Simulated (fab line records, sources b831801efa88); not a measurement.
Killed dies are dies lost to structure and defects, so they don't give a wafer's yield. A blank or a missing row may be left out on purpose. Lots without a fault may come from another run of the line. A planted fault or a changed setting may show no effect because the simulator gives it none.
Which tool did it? | flow sky130 | 12 lots, 34 wafers sampled, at 5 steps of a route of 708

WHAT THE GAUGES READ, wafer by wafer
The record holds no reading of a measuring or inspecting step that can be judged against a usual standard deviation.

WHICH TOOL RAN EACH LOT (tool, then ch and the chambers of the sampled wafers, then the start)
lot  | SKY_METAL5_SPUTTER_00        | SKY_METAL5_SPUTTER_01        | SKY_METAL5_DESCUM_14              | SKY_METAL5_STRIP_16                  | SKY_PAD_OPEN_PROBE_99
L755 | pvd_sputter-03, day 42 20:47 | pvd_sputter-03, day 42 20:49 | rie_metal-02 ch 0,1, day 43 19:28 | plasma_asher-03 ch 0,1, day 43 19:49 | -
L757 | pvd_sputter-03, day 43 12:30 | pvd_sputter-03, day 43 12:32 | rie_metal-01 ch 0,1, day 44 10:48 | plasma_asher-04 ch 0,1, day 44 11:05 | -
L758 | pvd_sputter-03, day 44 03:20 | pvd_sputter-03, day 44 03:22 | rie_metal-01 ch 1, day 45 01:07   | plasma_asher-03 ch 0, day 45 01:23   | prober-02, day 46 22:55
L765 | pvd_sputter-01, day 45 15:07 | pvd_sputter-01, day 45 15:08 | rie_metal-02 ch 0,1, day 46 12:14 | plasma_asher-04 ch 0,1, day 46 12:31 | -
L764 | pvd_sputter-01, day 45 19:36 | pvd_sputter-01, day 45 19:37 | rie_metal-02 ch 0,1, day 46 16:29 | plasma_asher-03 ch 0,1, day 46 16:46 | -
L772 | pvd_sputter-02, day 47 09:23 | pvd_sputter-02, day 47 09:24 | rie_metal-03 ch 0,1, day 48 04:41 | plasma_asher-03 ch 1, day 48 04:58   | prober-02, day 49 20:23
L773 | pvd_sputter-01, day 47 16:16 | pvd_sputter-01, day 47 16:17 | rie_metal-01 ch 0,1, day 48 11:17 | plasma_asher-01 ch 0,1, day 48 11:34 | -
L775 | pvd_sputter-02, day 48 00:29 | pvd_sputter-02, day 48 00:30 | rie_metal-02 ch 0,1, day 48 19:01 | plasma_asher-04 ch 0,1, day 48 19:22 | prober-02, day 50 08:26
L774 | pvd_sputter-01, day 48 03:57 | pvd_sputter-01, day 48 03:58 | rie_metal-01 ch 1, day 48 22:25   | plasma_asher-03 ch 0,1, day 48 22:57 | prober-01, day 50 11:40
L776 | pvd_sputter-01, day 48 04:56 | pvd_sputter-01, day 48 04:57 | rie_metal-03 ch 0,1, day 48 23:52 | plasma_asher-04 ch 0,1, day 49 00:08 | -
L777 | pvd_sputter-01, day 48 09:56 | pvd_sputter-01, day 48 09:58 | rie_metal-02 ch 0,1, day 49 04:38 | plasma_asher-03 ch 0,1, day 49 05:00 | prober-01, day 50 18:11
L778 | pvd_sputter-02, day 48 13:35 | pvd_sputter-02, day 48 13:37 | rie_metal-02 ch 0,1, day 49 07:34 | plasma_asher-01 ch 0,1, day 49 07:55 | prober-02, day 50 21:00
- SKY_METAL5_SPUTTER_00: material Ti, target thk 15 nm, time 10 s.
- SKY_METAL5_SPUTTER_01: material TiN, target thk 20 nm, time 16.7 s.
- SKY_METAL5_DESCUM_14: chemistry O2, time 11 s.
- SKY_METAL5_STRIP_16: strips in O2/N2.
- SKY_PAD_OPEN_PROBE_99

WHAT THE TOOLS THEMSELVES READ (means of the sampled wafers that have a number; where no wafer has one, the mark that the record gives instead)
SKY_METAL5_SPUTTER_00. Usual: chamber_pressure_pa 0.4000 Pa, standard deviation 0.00081; throttle_valve_pct 30.2 %, standard deviation 1.
lot  | tool           | chamber_pressure_pa (Pa) | throttle_valve_pct (%) | flag
L755 | pvd_sputter-03 | 0.4005                   | 29.9                   |
L757 | pvd_sputter-03 | 0.4001                   | 29.5                   |
L758 | pvd_sputter-03 | 0.4334                   | 28.4                   | OFF
L765 | pvd_sputter-01 | 0.4000                   | 30.2                   |
L764 | pvd_sputter-01 | 0.3999                   | 31.3                   |
L772 | pvd_sputter-02 | 0.3998                   | 29.4                   |
L773 | pvd_sputter-01 | 0.4002                   | 30.3                   |
L775 | pvd_sputter-02 | 0.3992                   | 30.4                   |
L774 | pvd_sputter-01 | 0.3997                   | 30.0                   |
L776 | pvd_sputter-01 | 0.4002                   | 30.3                   |
L777 | pvd_sputter-01 | 0.3998                   | 30.2                   |
L778 | pvd_sputter-02 | 0.3994                   | 29.9                   |

SKY_METAL5_SPUTTER_01. Usual: chamber_pressure_pa 0.3999 Pa, standard deviation 0.00078; throttle_valve_pct 30.2 %, standard deviation 1.1.
lot  | tool           | chamber_pressure_pa (Pa) | throttle_valve_pct (%) | flag
L755 | pvd_sputter-03 | 0.3992                   | 30.0                   |
L757 | pvd_sputter-03 | 0.3998                   | 29.5                   |
L758 | pvd_sputter-03 | 0.3992                   | 29.5                   |
L765 | pvd_sputter-01 | 0.4002                   | 30.4                   |
L764 | pvd_sputter-01 | 0.3989                   | 31.3                   |
L772 | pvd_sputter-02 | 0.3995                   | 29.4                   |
L773 | pvd_sputter-01 | 0.3998                   | 30.2                   |
L775 | pvd_sputter-02 | 0.4006                   | 30.4                   |
L774 | pvd_sputter-01 | 0.4007                   | 30.3                   |
L776 | pvd_sputter-01 | 0.4001                   | 30.5                   |
L777 | pvd_sputter-01 | 0.4008                   | 30.1                   |
L778 | pvd_sputter-02 | 0.3991                   | 29.8                   |

SKY_METAL5_DESCUM_14. Usual: drypump_motor_current_A 5.6 A, standard deviation 0.33; he_backside_leak_sccm 3.4 sccm, standard deviation 0.34; oes_product_au 0.997 a.u., standard deviation 0.013.
lot  | tool         | drypump_motor_current_A (A) | he_backside_leak_sccm (sccm) | oes_product_au (a.u.) | flag
L755 | rie_metal-02 | 5.3                         | 3.3                          | 0.989                 |
L757 | rie_metal-01 | 6.0                         | 3.1                          | 1.014                 |
L758 | rie_metal-01 | 5.7                         | 3.3                          | 0.989                 |
L765 | rie_metal-02 | 5.2                         | 3.4                          | 0.982                 |
L764 | rie_metal-02 | 5.2                         | 3.3                          | 0.992                 |
L772 | rie_metal-03 | 5.7                         | 3.4                          | 0.993                 |
L773 | rie_metal-01 | 5.8                         | 4.4                          | 0.989                 |
L775 | rie_metal-02 | 5.2                         | 3.3                          | 0.993                 |
L774 | rie_metal-01 | 5.7                         | 3.1                          | 0.996                 |
L776 | rie_metal-03 | 5.7                         | 3.4                          | 0.994                 |
L777 | rie_metal-02 | 5.4                         | 3.2                          | 0.991                 |
L778 | rie_metal-02 | 5.2                         | 3.3                          | 0.989                 |

SKY_METAL5_STRIP_16. Usual: drypump_motor_current_A 5.94 A, standard deviation 0.27; oes_product_au 0.710 a.u., standard deviation 0.0049; strip_time_to_endpoint_s 13.11 s, standard deviation 0.16.
lot  | tool            | drypump_motor_current_A (A) | oes_product_au (a.u.) | strip_time_to_endpoint_s (s) | flag
L755 | plasma_asher-03 | 5.84                        | 0.709                 | 13.21                        |
L757 | plasma_asher-04 | 6.00                        | 0.713                 | 12.89                        |
L758 | plasma_asher-03 | 5.67                        | 0.702                 | 13.23                        |
L765 | plasma_asher-04 | 5.98                        | 0.712                 | 13.25                        |
L764 | plasma_asher-03 | 5.82                        | 0.706                 | 13.18                        |
L772 | plasma_asher-03 | 6.15                        | 0.710                 | 13.08                        |
L773 | plasma_asher-01 | 5.86                        | 0.704                 | 13.20                        |
L775 | plasma_asher-04 | 6.00                        | 0.708                 | 13.08                        |
L774 | plasma_asher-03 | 5.99                        | 0.710                 | 13.24                        |
L776 | plasma_asher-04 | 5.95                        | 0.708                 | 13.13                        |
L777 | plasma_asher-03 | 5.98                        | 0.709                 | 13.17                        |
L778 | plasma_asher-01 | 6.09                        | 0.709                 | 13.29                        |

SKY_PAD_OPEN_PROBE_99. Usual: defect_limited_yield 82.7 %, standard deviation 2.1; killed_at_M0_to_M3 43, standard deviation 7.2; killed_at_M4_up 3.2, standard deviation 1.8; killed_at_contacts 23, standard deviation 5.6; killed_at_front_end 15, standard deviation 4.6; killed_at_other 0.3, standard deviation 0.71; killed_dies 85, standard deviation 10; killed_open 46, standard deviation 7.8; killed_short 38, standard deviation 6.5; sort_bin_3_pad_short 0.8 %, standard deviation 0.38; sort_bin_5_function 10.2 %, standard deviation 1.5; sort_bin_6_memory 6.3 %, standard deviation 1.2; sort_n_pass 407, standard deviation 10; sort_yield_pct 82.7 %, standard deviation 2.1.
lot  | tool      | defect_limited_yield (%) | killed_at_M0_to_M3 | killed_at_M4_up | killed_at_contacts | killed_at_front_end | killed_at_other | killed_dies | killed_open | killed_short | sort_bin_3_pad_short (%) | sort_bin_5_function (%) | sort_bin_6_memory (%) | sort_n_pass | sort_yield_pct (%) | flag
L758 | prober-02 | 86.2                     | 43                 | 2.0             | 17                 | 6                   | 0.0             | 68          | 35          | 32           | 0.6                      | 7.3                     | 5.9                   | 424         | 86.2               |
L772 | prober-02 | 82.0                     | 44                 | 3.7             | 24                 | 16                  | 0.7             | 89          | 50          | 39           | 1.3                      | 9.8                     | 7.0                   | 403         | 82.0               |
L775 | prober-02 | 81.2                     | 46                 | 4.7             | 26                 | 15                  | 0.0             | 92          | 55          | 37           | 0.8                      | 10.8                    | 7.2                   | 400         | 81.2               |
L774 | prober-01 | 82.2                     | 37                 | 4.3             | 30                 | 16                  | 0.0             | 87          | 50          | 37           | 0.5                      | 10.2                    | 7.0                   | 405         | 82.2               |
L777 | prober-01 | 86.0                     | 39                 | 3.0             | 14                 | 13                  | 0.3             | 69          | 37          | 32           | 0.4                      | 8.2                     | 5.4                   | 423         | 86.0               |
L778 | prober-02 | 83.6                     | 37                 | 3.3             | 22                 | 17                  | 0.3             | 80          | 42          | 37           | 0.9                      | 9.9                     | 5.6                   | 412         | 83.6               |

THE ANSWER, worked out from the rows above alone
Rule: a lot is off if the mean of its wafers that have a number lies more than 3 standard deviations from the usual mean. A lot without any number at a reading at which 4 lots or more have one is off too. The other lots that the step has rows for count as sound. The gauges are gone through in route order, then the tools' own readings, and for those a lot's mean is taken as printed above. The first step at which some lot is off is used, and at that step the reading that is off furthest; a lot without a number counts as furthest.
Off: L758, at SKY_METAL5_SPUTTER_00 (chamber_pressure_pa).
A tool fits if, at that step or a process step before it, it ran every lot that is off, and no sound lot after the first of them. One fits: pvd_sputter-03 at SKY_METAL5_SPUTTER_00. Its last sound lot is L757 (day 43 12:30), its first lot that is off L758 (day 44 03:20): a fault that began between those two fits.
The tool's own readings at SKY_METAL5_SPUTTER_00 bear it out: on the lots that are off they differ by more than 5 times the standard deviation of the sound lots' means. chamber_pressure_pa reads 0.4334 Pa there against 0.3999 Pa on the sound lots.

WHAT THE SIMULATOR HAD PUT IN
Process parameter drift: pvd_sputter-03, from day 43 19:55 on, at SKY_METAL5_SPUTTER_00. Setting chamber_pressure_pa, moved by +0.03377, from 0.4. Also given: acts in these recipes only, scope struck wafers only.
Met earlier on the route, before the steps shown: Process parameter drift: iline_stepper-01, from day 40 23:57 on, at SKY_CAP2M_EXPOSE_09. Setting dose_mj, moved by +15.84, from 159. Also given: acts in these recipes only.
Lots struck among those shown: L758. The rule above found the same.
